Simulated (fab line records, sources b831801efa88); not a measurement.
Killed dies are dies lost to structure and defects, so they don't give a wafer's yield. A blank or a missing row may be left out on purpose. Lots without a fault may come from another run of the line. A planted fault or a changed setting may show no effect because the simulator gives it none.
Which tool did it? | flow sky130 | 13 lots, 39 wafers sampled, at 5 steps of a route of 708

WHAT THE GAUGES READ, wafer by wafer
SKY_VT_ADJUST_HVTP_CD_MEAS_07: target cd 380 nm.
lot  | measured     | on        | cd_nm (nm)
L740 | day 6 00:02  | cd_sem-01 | 376.6 377.9 377.2
L741 | day 6 05:29  | cd_sem-02 | 383.2 380.3 381.0
L742 | day 6 10:50  | cd_sem-02 | 376.5 378.3 376.4
L744 | day 7 01:19  | cd_sem-02 | 381.5 382.3 382.6
L745 | day 7 04:13  | cd_sem-02 | 379.8 377.5 380.7
L746 | day 7 12:02  | cd_sem-01 | 379.6 379.8 379.4
L747 | day 7 20:23  | cd_sem-02 | 380.6 382.0 379.4
L755 | day 10 12:26 | cd_sem-02 | 377.1 377.7 378.5
L754 | day 10 13:53 | cd_sem-02 | 382.1 381.9 381.2
L757 | day 11 05:35 | cd_sem-02 | 381.1 380.5 381.9
L761 | day 12 02:04 | cd_sem-02 | 377.7 377.7 376.2
L760 | day 12 02:40 | cd_sem-02 | 378.3 382.3 380.2
L763 | day 12 19:29 | cd_sem-01 | 379.8 381.0 378.8

SKY_VT_ADJUST_HVTR_CD_MEAS_07: target cd 380 nm.
lot  | measured     | on        | cd_nm (nm)
L740 | day 9 03:04  | cd_sem-01 | 376.3 379.0 378.3
L741 | day 9 08:54  | cd_sem-02 | 382.4 377.7 378.3
L742 | day 9 15:22  | cd_sem-01 | 384.2 386.4 383.8
L744 | day 10 09:26 | cd_sem-02 | 378.0 378.7 376.1
L745 | day 10 13:39 | cd_sem-02 | 381.2 380.0 379.2
L746 | day 10 22:20 | cd_sem-02 | 381.5 381.0 381.9
L747 | day 11 10:08 | cd_sem-01 | 380.1 380.1 379.3
L755 | day 14 15:58 | cd_sem-01 | 381.4 377.5 382.1
L754 | day 14 17:23 | cd_sem-01 | 377.4 378.0 377.7
L757 | day 15 11:11 | cd_sem-01 | 381.9 381.7 383.0
L761 | day 16 12:19 | cd_sem-02 | 374.5 376.4 376.0
L760 | day 16 13:50 | cd_sem-02 | 379.8 379.1 380.0
L763 | day 17 09:38 | cd_sem-01 | 384.2 382.3 381.1

SKY_SONOS_TUNNEL_CD_MEAS_07: target cd 410 nm.
lot  | measured     | on        | cd_nm (nm)
L740 | day 10 22:04 | cd_sem-01 | 408.9 411.0 409.2
L741 | day 11 05:54 | cd_sem-01 | 407.2 408.7 407.3
L742 | day 11 13:10 | cd_sem-01 | 407.5 406.5 408.7
L744 | day 12 09:59 | cd_sem-02 | 409.6 413.2 412.9
L745 | day 12 12:39 | cd_sem-02 | 408.7 408.1 410.3
L746 | day 12 23:17 | cd_sem-01 | 412.4 413.0 413.3
L747 | day 13 11:50 | cd_sem-01 | 406.7 407.1 405.2
L755 | day 16 23:57 | cd_sem-01 | 412.2 412.0 412.1
L754 | day 17 01:25 | cd_sem-01 | 410.0 411.1 408.3
L757 | day 17 21:32 | cd_sem-01 | 410.8 410.4 412.1
L761 | day 18 23:14 | cd_sem-02 | 411.5 413.3 410.6
L760 | day 19 01:44 | cd_sem-02 | 406.8 408.6 405.4
L763 | day 19 21:59 | cd_sem-01 | 407.8 407.6 407.3

WHICH TOOL RAN EACH LOT (tool, then ch and the chambers of the sampled wafers, then the start)
lot  | SKY_VT_ADJUST_PCH_COAT_02         | SKY_VT_ADJUST_PCH_STRIP_09
L740 | litho_track-03 ch 0, day 9 13:37  | plasma_asher-03 ch 0,1, day 10 00:04
L741 | litho_track-01 ch 0, day 9 18:55  | plasma_asher-02 ch 0,1, day 10 06:32
L742 | litho_track-02 ch 0, day 10 02:43 | plasma_asher-03 ch 0,1, day 10 14:21
L744 | litho_track-01 ch 0, day 10 21:02 | plasma_asher-02 ch 0,1, day 11 09:55
L745 | litho_track-02 ch 0, day 11 00:36 | plasma_asher-03 ch 0,1, day 11 13:01
L746 | litho_track-01 ch 0, day 11 10:56 | plasma_asher-03 ch 0,1, day 11 23:02
L747 | litho_track-02 ch 0, day 11 21:52 | plasma_asher-03 ch 0,1, day 12 10:33
L755 | litho_track-03 ch 0, day 15 05:13 | plasma_asher-02 ch 0,1, day 15 19:28
L754 | litho_track-03 ch 0, day 15 06:32 | plasma_asher-04 ch 0,1, day 15 20:48
L757 | litho_track-01 ch 0, day 16 01:44 | plasma_asher-03 ch 0,1, day 16 16:25
L761 | litho_track-02 ch 0, day 17 02:37 | plasma_asher-02 ch 0,1, day 17 17:08
L760 | litho_track-02 ch 0, day 17 04:55 | plasma_asher-04 ch 0,1, day 17 19:28
L763 | litho_track-01 ch 0, day 17 23:50 | plasma_asher-03 ch 0,1, day 18 15:41
- SKY_VT_ADJUST_PCH_COAT_02: resist thk 3000 nm.
- SKY_VT_ADJUST_PCH_STRIP_09: strips in O2/N2.

WHAT THE TOOLS THEMSELVES READ (means of the sampled wafers that have a number; where no wafer has one, the mark that the record gives instead)
SKY_VT_ADJUST_PCH_COAT_02.
lot  | tool           | exhaust_pa (Pa)
L740 | litho_track-03 | 44.9
L741 | litho_track-01 | 45.6
L742 | litho_track-02 | 45.4
L744 | litho_track-01 | 44.9
L745 | litho_track-02 | 45.6
L746 | litho_track-01 | 46.3
L747 | litho_track-02 | 44.2
L755 | litho_track-03 | 44.7
L754 | litho_track-03 | 46.1
L757 | litho_track-01 | 44.6
L761 | litho_track-02 | 44.5
L760 | litho_track-02 | 45.1
L763 | litho_track-01 | 46.2

SKY_VT_ADJUST_PCH_STRIP_09.
lot  | tool            | drypump_motor_current_A (A) | oes_product_au (a.u.) | strip_time_to_endpoint_s (s)
L740 | plasma_asher-03 | 5.32                        | 0.723                 | 36.76
L741 | plasma_asher-02 | 6.01                        | 0.720                 | 36.78
L742 | plasma_asher-03 | 5.44                        | 0.723                 | 36.80
L744 | plasma_asher-02 | 6.04                        | 0.728                 | 36.96
L745 | plasma_asher-03 | 5.45                        | 0.723                 | 36.89
L746 | plasma_asher-03 | 5.46                        | 0.724                 | 36.95
L747 | plasma_asher-03 | 5.33                        | 0.722                 | 36.83
L755 | plasma_asher-02 | 6.04                        | 0.722                 | 37.66
L754 | plasma_asher-04 | 5.72                        | 0.723                 | 37.79
L757 | plasma_asher-03 | 5.34                        | 0.724                 | 36.98
L761 | plasma_asher-02 | 6.00                        | 0.723                 | 36.86
L760 | plasma_asher-04 | 5.74                        | 0.721                 | 36.85
L763 | plasma_asher-03 | 5.34                        | 0.726                 | 36.96

THE ANSWER, worked out from the rows above alone
Rule: what is usual is taken from the lots themselves. Put in order of their means at a reading, lots are off if they are a third of the lots or fewer, leave a main group of 4 or more, and stand apart from it by a gap of 3 or more times the standard deviation of the main group's means; of several such gaps the widest counts. A main group whose means are all the same, to the digits that the tables above print for the reading, isn't used. A lot without any number at a reading at which 4 lots or more have one is off too. The other lots that the step has rows for count as sound. The gauges are gone through in route order, then the tools' own readings, and for those a lot's mean is taken as printed above. The first step at which some lot is off is used, and at that step the reading that is off furthest; a lot without a number counts as furthest.
Off: L755, L754, at SKY_VT_ADJUST_PCH_STRIP_09 (strip_time_to_endpoint_s). The main group: mean 36.87 s, standard deviation 0.075.
A tool fits if, at that step or a process step before it, it ran every lot that is off, and no sound lot after the first of them. One fits: litho_track-03 at SKY_VT_ADJUST_PCH_COAT_02. Its last sound lot is L740 (day 9 13:37), its first lot that is off L755 (day 15 05:13): a fault that began between those two fits.

WHAT THE SIMULATOR HAD PUT IN
Process parameter drift: litho_track-03, from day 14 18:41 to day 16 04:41, at SKY_VT_ADJUST_PCH_COAT_02. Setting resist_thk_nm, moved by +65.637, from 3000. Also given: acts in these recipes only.
Lots struck among those shown: L755, L754. The rule above found the same.
